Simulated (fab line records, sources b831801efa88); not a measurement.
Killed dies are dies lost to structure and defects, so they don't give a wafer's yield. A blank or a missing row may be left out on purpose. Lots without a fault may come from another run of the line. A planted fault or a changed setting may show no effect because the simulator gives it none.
One fault seen from 2 desks | flow gf180mcu | each desk has only its own numbers; what lay behind them comes last

THE TOOL OWNER'S DESK: pecvd-04
The tool's own readings at GF_PASSIVATION_CVD_00 (deposits SiO2 from TEOS, target thk 1000 nm, time 111.95 s): means of the sampled wafers that have a number, for each lot that ran on this tool. A lot is out of limits, marked OUT, if its mean lies more than 4 standard deviations from the usual mean; the brackets give that distance.
Columns: A = heater_power_w at GF_PASSIVATION_CVD_00, usual 657 W; B = run_length_s at GF_PASSIVATION_CVD_00, usual 139.8 s
lot  | first seen here | A   | B
L464 | day 29 09:21    | 698 | 140.3
L470 | day 31 04:18    | 705 | 137.0 (-4.3) OUT
L472 | day 31 19:13    | 756 | 138.7
L483 | day 34 09:05    | 698 | 139.9
L484 | day 34 16:20    | 650 | 139.8
This desk's finding: out of limits on L470; first on L470, day 31 04:18 (run_length_s at GF_PASSIVATION_CVD_00). In limits: L464, L472, L483, L484.

THE METROLOGY DESK
What the gauges read, lot by lot, whatever tool the lot ran on: means of the sampled wafers that have a number. A lot is out of limits, marked OUT, if its mean lies more than 4 standard deviations from the usual mean; the brackets give that distance.
Columns: A = cd_nm at GF_TOP_METAL_CD_MEAS_14, usual 439.9 nm; B = TOP_METAL_OVL at GF_TOP_METAL_OVL_MEAS_15, usual 0.9 nm; C = PASSIVATION_CVD_00_THK at GF_PASSIVATION_THK_MEAS_01, usual 1001 nm; D = PASSIVATION_CVD_02_THK at GF_PASSIVATION_THK_MEAS_03, usual 700 nm
lot  | first seen here | A     | B   | C    | D
L464 | day 29 08:28    | 443.6 | 0.3 | 1003 | 716
L470 | day 31 03:28    | 443.2 | 0.7 | 972  | 702
L472 | day 31 18:20    | 437.9 | 2.2 | 975  | 704
L480 | day 33 16:28    | 439.2 | 0.4 | 986  | 693
L483 | day 34 07:49    | 437.1 | 0.7 | 1000 | 703
L484 | day 34 15:29    | 443.7 | 0.6 | 1022 | 689
This desk's finding: nothing out of limits on any of the 6 lots.

PUT TOGETHER
The tool owner's desk could have raised an alarm at day 31 04:18, on L470.
The metrology desk saw nothing out of limits.
The metrology desk has L470 on record, within its limits.
Of the lots named, all ran GF_PASSIVATION_CVD_00 on pecvd-04.

WHAT THE SIMULATOR HAD PUT IN
Process parameter drift: pecvd-04, from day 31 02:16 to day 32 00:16, at GF_PASSIVATION_CVD_00. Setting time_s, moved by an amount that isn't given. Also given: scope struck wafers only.
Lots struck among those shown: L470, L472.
Hours from the fault's start to each desk's first reading out of limits: the tool owner's desk, 2.
